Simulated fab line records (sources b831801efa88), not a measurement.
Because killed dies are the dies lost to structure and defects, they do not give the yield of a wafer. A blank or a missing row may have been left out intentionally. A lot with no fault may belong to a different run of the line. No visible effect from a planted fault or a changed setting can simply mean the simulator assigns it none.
A single fault, viewed from 2 desks	flow gf180mcu	each desk holds nothing but its own numbers, with what lay behind them at the end

== AT THE TOOL OWNER'S DESK: implanter-03 ==
For each lot that ran on this tool, the mean over its sampled wafers that have a number, from the tool's own readings at GF_MVPSD_IMPLANT_09. The brackets show how far a lot's mean lies from the usual mean; more than 4 standard deviations puts the lot out of limits, marked OUT.
Columns: A = dose-ions-cm2 at GF_MVPSD_IMPLANT_09, usual 5e+12; B = faraday-current-uA at GF_MVPSD_IMPLANT_09, usual 28.3
lot	first seen here	A	B
L624	day 5 04:47	5e+12	28.3
L626	day 5 14:59	5e+12	28.6
L627	day 5 18:35	5e+12	28.2
L629	day 6 10:10	5e+12	27.9
L632	day 7 00:35	5e+12	28.4
L635	day 7 18:10	5e+12	28.0
L641	day 9 05:13	4e+12 (-96) OUT	25.8 (-4.7) OUT
L642	day 9 10:38	4e+12 (-95) OUT	25.4 (-5.5) OUT
This desk's finding: out of limits on L641, L642; first on L641, day 9 05:13 (dose-ions-cm2 at GF_MVPSD_IMPLANT_09). L624, L626, L627, L629, L632, L635 stayed within limits.

== METROLOGY DESK ==
What the gauges read, lot by lot, whatever tool the lot ran on: means of the sampled wafers that have a number. The brackets show how far a lot's mean lies from the usual mean; more than 4 standard deviations puts the lot out of limits, marked OUT.
Columns: A = MVPSD_RS at GF_VT_IMPLANT_RS_MEAS_49, usual 1168.9 ohm/sq; B = HV_LDD_01_OVL at GF_HV_LDD_OVL_MEAS_20, usual -0.5 nm; C = cd-nm at GF_HV_LDD_CD_MEAS_31, usual 400.3 nm
lot	first seen here	A	B	C
L624	day 7 19:13	1167.5	-1.6	399.8
L626	day 8 05:09	1168.3	-0.3	400.6
L627	day 8 10:10	1169.6	-0.3	405.8
L628	day 8 15:02	1167.5	-0.5	402.3
L629	day 9 03:31	1165.1	-1.3	401.2
L630	day 9 05:08	1168.3	-1.0	400.5
L632	day 9 19:19	1166.4	0.6	402.2
L634	day 10 07:40	1170.3	1.3	400.9
L635	day 10 15:16	1170.1	2.7	399.1
L641	day 12 06:46	1196.4 (+10) OUT	-1.1	400.9
L642	day 12 13:08	1190.4 (+8.0) OUT	0.7	395.3
L646	day 13 19:32	1169.7	-1.3	399.7
L647	day 13 23:52	1167.1	-2.1	402.7
This desk's finding: out of limits on L641, L642; first on L641, day 12 06:46 (MVPSD_RS at GF_VT_IMPLANT_RS_MEAS_49). L624, L626, L627, L628, L629, L630, L632, L634, L635, L646, L647 stayed within limits.

== TAKEN TOGETHER ==
The tool owner's desk could have raised an alarm at day 9 05:13, on L641, L642.
Metrology desk: alarm possible at day 12 06:46 on L641, L642.
Every lot named ran GF_MVPSD_IMPLANT_09 on implanter-03.

== WHAT THE SIMULATOR HAD INSERTED ==
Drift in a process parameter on implanter-03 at GF_MVPSD_IMPLANT_09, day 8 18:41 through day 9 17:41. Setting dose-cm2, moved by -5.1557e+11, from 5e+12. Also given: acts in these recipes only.
Lots struck among those shown: L641, L642.
Fault start to first reading out of limits, in hours, per desk: tool owner, 11; metrology, 84.
